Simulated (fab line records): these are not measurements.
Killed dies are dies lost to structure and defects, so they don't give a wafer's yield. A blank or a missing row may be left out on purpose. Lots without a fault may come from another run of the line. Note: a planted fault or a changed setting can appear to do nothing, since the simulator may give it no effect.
fab line records    flow sfq_line
record: lots: 11  wafers: 33  last_day: 95
route steps=325 shown I0@53 M2@90 I2@104
lots that met no fault: from a run of the same line without faults
start_h: start of the lot's first displayed wafer, in hours after the record's first day    wait_h: hours from the lot's prior step to this one    " the same as in the row above    L1.1+2: a row that stands for several wafers    - no value present, or no start provided    * or withheld: withheld    < > ~ a bound
route shown NAME@n: NAME is a module with steps in the file, n the number in the route of the first one    usual: mean/standard deviation of fault-free wafers    same: alike in all rows    chamber/n: place in a boat    sites: per-site readings    _std_site: standard deviation of those values    _edge_site: outer sites' mean less inner sites'    radius_mm: how far each site lies from the wafer's centre    mask NAME#n: copy n    behind: the last tool/chamber to shape the wafer    hold: reason for holding the lot/hours on hold/outcome of the hold    device: the transistor (n, p or np) that didn't switch    end of line: tests of these same wafers at the route's end    step lacking rows: just its recipe    killed: the dies lost at the first sort to structure and to defects; this is not the yield of the wafer    map: the dies of a wafer, with x for killed, . for not killed, _ for no die there
set.NAME: the setting that was run; set.NAME@STEP: the one run at that earlier step    model.NAME: the simulator's own value behind a step, which no gauge read
route steps across a sampled set of lots; one table per step, one row per wafer
services: the hour from which a tool's chamber was out of use, counted from the record's first day as start_h (under 0 if before that day), plus the number of hours and why
== steps ==
step: SFQ_I0_OVL_MEAS_908
usual: I0_OVL: 1/6
lot.wafer  tool        chamber  start_h  wait_h  I0_OVL[nm]
L577.2     overlay-01  -        375.73   0.1     4
L577.3     "           -        "        "       -1
L577.4     "           -        "        "       -3
L578.3     overlay-02  -        380.27   0.1     -9
L578.4     "           -        "        "       3
L578.6     "           -        "        "       11
L582.1     overlay-01  -        387.46   0.1     -10
L582.3     "           -        "        "       -3
L582.4     "           -        "        "       -3
L583.4     overlay-01  -        388.68   0.1     5
L583.5     "           -        "        "       4
L583.6     "           -        "        "       6
L586.1     overlay-02  -        395.86   0.1     -6
L586.5     "           -        "        "       0
L586.6     "           -        "        "       -12
L593.1     overlay-02  -        449.41   0.1     5
L593.2     "           -        "        "       5
L593.6     "           -        "        "       -1
L594.2     overlay-01  -        453.10   0.1     -8
L594.3     "           -        "        "       -6
L594.4     "           -        "        "       5
L595.1     overlay-01  -        454.29   0.1     -8
L595.5     "           -        "        "       -7
L595.6     "           -        "        "       -8
L598.2     overlay-02  -        658.06   0.1     9
L598.3     "           -        "        "       3
L598.4     "           -        "        "       10
L599.3     overlay-02  -        660.47   0.1     -1
L599.4     "           -        "        "       -1
L599.6     "           -        "        "       -3
L600.1     overlay-02  -        668.98   0.1     8
L600.3     "           -        "        "       7
L600.6     "           -        "        "       12
step: SFQ_M2_RS_MEAS_914
recipe: thk_meas_gauge: four-point-probe  reads: Nb_of_TRILAYER_M2_DEP_SPUTTER_055
usual: M2_NB_RS: 0.886/0.0087
lot.wafer  tool           chamber  start_h  wait_h  M2_NB_RS[ohm/sq]
L577.2     film_metro-02  -        574.31   0.1     0.888
L577.3     "              -        "        "       0.886
L577.4     "              -        "        "       0.874
L578.3     film_metro-03  -        577.31   0.1     0.885
L578.4     "              -        "        "       0.885
L578.6     "              -        "        "       0.884
L582.1     film_metro-03  -        583.89   0.0     0.880
L582.3     "              -        "        "       0.882
L582.4     "              -        "        "       0.895
L583.4     film_metro-02  -        586.33   0.1     0.881
L583.5     "              -        "        "       0.875
L583.6     "              -        "        "       0.895
L586.1     film_metro-03  -        591.07   0.0     0.883
L586.5     "              -        "        "       0.885
L586.6     "              -        "        "       0.880
L593.1     film_metro-02  -        621.20   0.0     0.881
L593.2     "              -        "        "       0.881
L593.6     "              -        "        "       0.890
L594.2     film_metro-02  -        622.42   0.1     0.887
L594.3     "              -        "        "       0.877
L594.4     "              -        "        "       0.888
L595.1     film_metro-03  -        624.35   0.0     0.897
L595.5     "              -        "        "       0.898
L595.6     "              -        "        "       0.906
L598.2     film_metro-04  -        936.43   0.1     0.893
L598.3     "              -        "        "       0.894
L598.4     "              -        "        "       0.899
L599.3     film_metro-03  -        940.85   0.1     0.885
L599.4     "              -        "        "       0.901
L599.6     "              -        "        "       0.895
L600.1     film_metro-03  -        952.21   0.0     0.889
L600.3     "              -        "        "       0.882
L600.6     "              -        "        "       0.891
step: SFQ_TRILAYER_I2_CMP_CMP_064
recipe: material: SiO2  down_force_psi: 3  platen_rpm: 60  pad_velocity_m_s: 0.94248
usual: motor_current_A: 10.0/0.99  time_to_endpoint_s: 218/9.4
lot.wafer  tool    chamber  start_h  wait_h  motor_current_A  time_to_endpoint_s
L577.3     cmp-01  1        749.56   0.0     11.1             225
L577.4     "       3        750.56   1.0     9.7              221
L577.2     "       0        "        "       10.4             214
L578.3     cmp-02  0        752.51   1.4     10.1             217
L578.4     "       1        "        "       8.9              214
L578.6     "       0        754.51   3.3     9.8              217
L582.3     cmp-01  3        760.36   0.0     9.6              206
L582.4     "       0        "        "       10.7             211
L582.1     "       1        "        "       10.6             216
L583.4     cmp-02  3        761.92   1.1     12.0             227
L583.6     "       3        763.92   3.1     11.0             227
L583.5     "       0        "        "       9.4              235
L586.1     cmp-01  1        768.50   1.8     10.6             258
L586.6     "       2        "        "       10.2             211
L586.5     "       3        "        "       9.7              268
L593.1     cmp-02  0        796.20   13.5    10.0             223
L593.2     "       2        797.20   14.5    8.8              225
L593.6     "       0        798.20   15.4    9.9              233
L594.4     cmp-02  0        799.20   15.2    9.6              229
L594.3     "       1        "        "       8.5              217
L594.2     "       2        "        "       9.0              218
L595.1     cmp-02  1        802.20   16.5    8.8              215
L595.6     "       1        804.20   18.4    7.8              212
L595.5     "       2        "        "       8.8              231
L598.3     cmp-02  2        1004.43  63.8    8.9              219
L598.4     "       3        "        "       12.7             219
L598.2     "       0        "        "       9.8              221
L599.3     cmp-01  0        1016.13  62.8    10.4             214
L599.4     "       1        "        "       11.3             224
L599.6     "       2        "        "       9.6              208
L600.3     cmp-01  1        1039.63  62.3    11.2             226
L600.1     "       2        "        "       10.4             212
L600.6     "       0        1041.13  63.7    11.4             227
step: SFQ_I2_BOW_MEAS_917
recipe: mode: bow
usual: I2_BOW: 3/9.5
lot.wafer  tool           chamber  start_h  wait_h  I2_BOW[um]
L577.2     film_metro-03  -        752.58   1.0     2
L577.3     "              -        "        "       -4
L577.4     "              -        "        "       -2
L578.3     film_metro-04  -        755.05   2.0     -9
L578.4     "              -        "        "       -7
L578.6     "              -        "        "       -5
L582.1     film_metro-04  -        763.36   1.5     10
L582.3     "              -        "        "       12
L582.4     "              -        "        "       5
L583.4     film_metro-03  -        764.98   2.6     3
L583.5     "              -        "        "       20
L583.6     "              -        "        "       7
L586.1     film_metro-01  -        770.00   1.0     7
L586.5     "              -        "        "       1
L586.6     "              -        "        "       1
L593.1     film_metro-01  -        799.20   2.5     -3
L593.2     "              -        "        "       -5
L593.6     "              -        "        "       -8
L594.2     film_metro-03  -        802.22   1.5     3
L594.3     "              -        "        "       -2
L594.4     "              -        "        "       -16
L595.1     film_metro-03  -        805.20   2.5     -4
L595.5     "              -        "        "       10
L595.6     "              -        "        "       4
L598.2     film_metro-04  -        1007.45  1.5     -4
L598.3     "              -        "        "       3
L598.4     "              -        "        "       -5
L599.3     film_metro-01  -        1018.17  1.5     -13
L599.4     "              -        "        "       -14
L599.6     "              -        "        "       -17
L600.1     film_metro-03  -        1042.13  1.5     0
L600.3     "              -        "        "       9
L600.6     "              -        "        "       -4
step: SFQ_TRILAYER_I2_METRO_MEASURE_065
usual: thk_nm: 200.6/1.1
lot.wafer  tool           chamber  start_h  wait_h  thk_nm
L577.2     film_metro-03  -        752.88   0.3     199.8
L577.3     "              -        "        "       201.8
L577.4     "              -        "        "       200.0
L578.3     film_metro-04  -        755.53   0.5     201.7
L578.4     "              -        "        "       200.0
L578.6     "              -        "        "       201.3
L582.1     film_metro-04  -        763.48   0.1     200.4
L582.3     "              -        "        "       200.3
L582.4     "              -        "        "       199.6
L583.4     film_metro-03  -        765.64   0.6     200.3
L583.5     "              -        "        "       202.4
L583.6     "              -        "        "       201.0
L586.1     film_metro-01  -        770.12   0.1     151.0
L586.5     "              -        "        "       150.7
L586.6     "              -        "        "       199.7
L593.1     film_metro-01  -        799.32   0.1     202.2
L593.2     "              -        "        "       201.8
L593.6     "              -        "        "       202.2
L594.2     film_metro-03  -        802.52   0.3     201.0
L594.3     "              -        "        "       199.6
L594.4     "              -        "        "       201.6
L595.1     film_metro-03  -        805.32   0.1     201.2
L595.5     "              -        "        "       200.8
L595.6     "              -        "        "       199.5
L598.2     film_metro-04  -        1007.75  0.3     200.7
L598.3     "              -        "        "       201.2
L598.4     "              -        "        "       199.7
L599.3     film_metro-01  -        1018.65  0.5     199.7
L599.4     "              -        "        "       200.1
L599.6     "              -        "        "       198.8
L600.1     film_metro-03  -        1042.25  0.1     199.8
L600.3     "              -        "        "       200.2
L600.6     "              -        "        "       199.8
step: SFQ_TRILAYER_I2_VIA_ETCH_VIA_ETCH_070
recipe: target: SiO2  stop_on: Nb  mask_material: PR  taper_deg: 20  chemistry: CHF3  target_depth_nm: 260  source_w: 500  bias_w: 80  pressure_mtorr: 30  time_s: withheld
usual: drypump_motor_current_A: 5.6/0.47  oes_product_au: 0.856/0.0055
lot.wafer  tool         chamber  start_h  wait_h  drypump_motor_current_A  oes_product_au
L577.2     rie_diel-01  2        883.47   0.0     6.0                      0.844
L577.3     "            1        "        "       5.3                      0.849
L577.4     "            0        "        "       5.4                      0.848
L578.3     rie_diel-04  2        885.87   0.0     4.7                      0.869
L578.4     "            1        "        "       5.6                      0.862
L578.6     "            1        "        "       5.6                      0.861
L582.1     rie_diel-02  1        895.47   0.0     5.9                      0.847
L582.3     "            2        "        "       5.1                      0.862
L582.4     "            3        "        "       6.0                      0.854
L583.4     rie_diel-01  3        896.67   0.0     5.7                      0.858
L583.5     "            0        "        "       5.4                      0.857
L583.6     "            1        "        "       5.3                      0.857
L586.1     rie_diel-01  3        903.87   0.0     5.7                      0.732
L586.5     "            1        "        "       5.3                      0.743
L586.6     "            0        "        "       5.4                      0.863
L593.1     rie_diel-02  0        918.66   0.0     5.6                      0.859
L593.2     "            3        "        "       6.0                      0.868
L593.6     "            1        "        "       5.9                      0.862
L594.2     rie_diel-01  3        919.86   0.0     5.7                      0.855
L594.3     "            1        "        "       5.3                      0.856
L594.4     "            1        "        "       5.3                      0.864
L595.1     rie_diel-04  3        921.06   0.0     4.9                      0.854
L595.5     "            1        "        "       5.6                      0.852
L595.6     "            3        "        "       4.9                      0.859
L598.2     rie_diel-04  0        1047.06  0.0     6.6                      0.851
L598.3     "            1        "        "       5.6                      0.855
L598.4     "            3        "        "       4.9                      0.861
L599.3     rie_diel-02  1        1049.46  0.0     5.9                      0.847
L599.4     "            3        "        "       6.0                      0.855
L599.6     "            0        "        "       5.6                      0.854
L600.1     rie_diel-02  1        1055.46  0.0     5.8                      0.850
L600.3     "            2        "        "       5.1                      0.853
L600.6     "            1        "        "       5.9                      0.856
== services ==
tool           chamber  start_h  hours  kind
cmp-02         -        725.91   0.4    repair
rie_diel-02    1        726.74   4.8    repair
cmp-02         -        748.01   4.0    pm
rie_diel-01    1        773.71   2.6    repair
cmp-02         -        788.50   4.7    pm
cmp-02         -        793.52   2.0    repair
rie_diel-01    0        795.64   5.4    repair
cmp-01         -        823.33   1.0    repair
cmp-01         -        842.61   0.6    repair
cmp-02         -        846.71   2.4    repair
cmp-01         -        867.06   1.4    repair
film_metro-03  -        869.49   0.6    pm
rie_diel-01    3        870.62   3.2    repair
cmp-01         -        882.94   3.7    repair
cmp-02         -        890.32   3.9    repair
film_metro-03  -        898.60   0.8    pm
cmp-02         -        909.70   22.7   repair
film_metro-03  -        925.20   0.2    pm
cmp-01         -        928.63   4.0    pm
cmp-01         -        938.40   0.4    repair
cmp-01         -        947.41   1.9    repair
cmp-01         -        961.64   2.2    repair
cmp-01         -        979.33   5.3    pm
cmp-01         -        1002.04  1.1    repair
== key ==
first_sign: step: SFQ_TRILAYER_I2_CMP_CMP_064  reading: time_to_endpoint_s  direction: up  sigmas: 4.8  usual: *  struck: *
effect: step: SFQ_TRILAYER_I2_METRO_MEASURE_065  reading: thk_nm  direction: down  sigmas: 45  usual: 200.6  struck: 150.9
effect: step: SFQ_TRILAYER_I2_VIA_ETCH_VIA_ETCH_070  reading: oes_product_au  direction: down  sigmas: 21  usual: 0.856  struck: 0.738
met_at SFQ_TRILAYER_I2_CMP_CMP_064
struck_lots L586
struck_wafers L586.1,L586.5
not_acting_at SFQ_I0_OVL_MEAS_908,SFQ_M2_RS_MEAS_914,SFQ_I2_BOW_MEAS_917
onset_between 760.36 768.50
fault: kind: process_parameter_drift  tool: cmp-01  chamber: -  onset_h: 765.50  steps: SFQ_TRILAYER_I2_CMP_CMP_064  channel: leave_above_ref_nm  offset: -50  shape: step  end_h: 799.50  scope: struck_wafers_only  acts_in: these_recipes_only  stated: 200
